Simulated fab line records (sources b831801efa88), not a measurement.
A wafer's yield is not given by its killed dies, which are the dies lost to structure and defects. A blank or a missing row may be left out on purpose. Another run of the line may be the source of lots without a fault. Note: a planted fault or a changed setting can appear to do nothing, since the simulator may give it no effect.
What tool caused it?	flow gf180mcu	7 lots, 21 wafers sampled, at 3 steps of a route of 602

## WHAT EACH GAUGE READ, for each wafer
GF_HV_LDD_THK_MEAS_55.
lot	measured	on	HV_LDD_CVD_54_THK (nm)
L741	day 12 12:12	film-metro-02	9.95 9.98 10.00
L743	day 13 05:31	film-metro-02	9.95 9.95 9.99
L745	day 13 18:10	film-metro-03	10.04 10.11 10.04
L753	day 17 00:36	film-metro-03	8.73 8.76 8.67
L758	day 18 15:17	film-metro-03	10.08 10.04 9.99
L761	day 19 14:02	film-metro-03	10.01 9.95 9.87
L763	day 20 03:04	film-metro-03	10.10 10.07 10.12

## WHAT TOOL EACH LOT RAN ON (gives the tool, then ch and the chambers of the sampled wafers, and finally the start)
lot	GF_POLY_GATE_STRIP_14	GF_HV_LDD_CVD_54
L741	plasma-asher-02 ch 0,1, day 9 07:32	lpcvd-02 ch 0, day 12 11:11
L743	plasma-asher-02 ch 0,1, day 9 20:09	lpcvd-02 ch 0, day 13 04:29
L745	plasma-asher-04 ch 0,1, day 10 10:02	lpcvd-01 ch 1, day 13 17:07
L753	plasma-asher-04 ch 0, day 13 06:32	lpcvd-01 ch 0, day 16 23:35
L758	plasma-asher-04 ch 0,1, day 14 16:42	lpcvd-02 ch 0, day 18 14:16
L761	plasma-asher-02 ch 0, day 15 12:38	lpcvd-01 ch 1, day 19 13:01
L763	plasma-asher-02 ch 0,1, day 16 00:25	lpcvd-02 ch 0, day 20 02:01
- GF_POLY_GATE_STRIP_14: strips in O2/N2.
- GF_HV_LDD_CVD_54: deposits SiO2 from TEOS, target thk 10 nm, time 75 s.

## THE ANSWER, worked out from the rows above alone
Rule: the usual values come from the lots themselves. Put in order of their means at a reading, lots are off if they are a third of the lots or fewer, leave a main group of 4 or more, and stand apart from it by a gap of 3 or more times the standard deviation of the main group's means; of several such gaps the widest counts. The tables above print the reading to a certain number of digits; a main group whose means all agree to those digits is not used. A lot without any number at a reading at which 4 lots or more have one is off too. All remaining lots with rows at the step are treated as sound.
Off: L753, seen at GF_HV_LDD_THK_MEAS_55 (HV_LDD_CVD_54_THK). Mean 10.01 nm and standard deviation 0.056 in the main group.
If a tool, at a process step before that reading, ran all the lots that are off and no sound lot after the first of them, it fits. Gauges at GF_HV_LDD_THK_MEAS_55: tried the same way as those tools. Not one of the candidates tried fits.

## WHAT HAD BEEN PUT IN BY THE SIMULATOR
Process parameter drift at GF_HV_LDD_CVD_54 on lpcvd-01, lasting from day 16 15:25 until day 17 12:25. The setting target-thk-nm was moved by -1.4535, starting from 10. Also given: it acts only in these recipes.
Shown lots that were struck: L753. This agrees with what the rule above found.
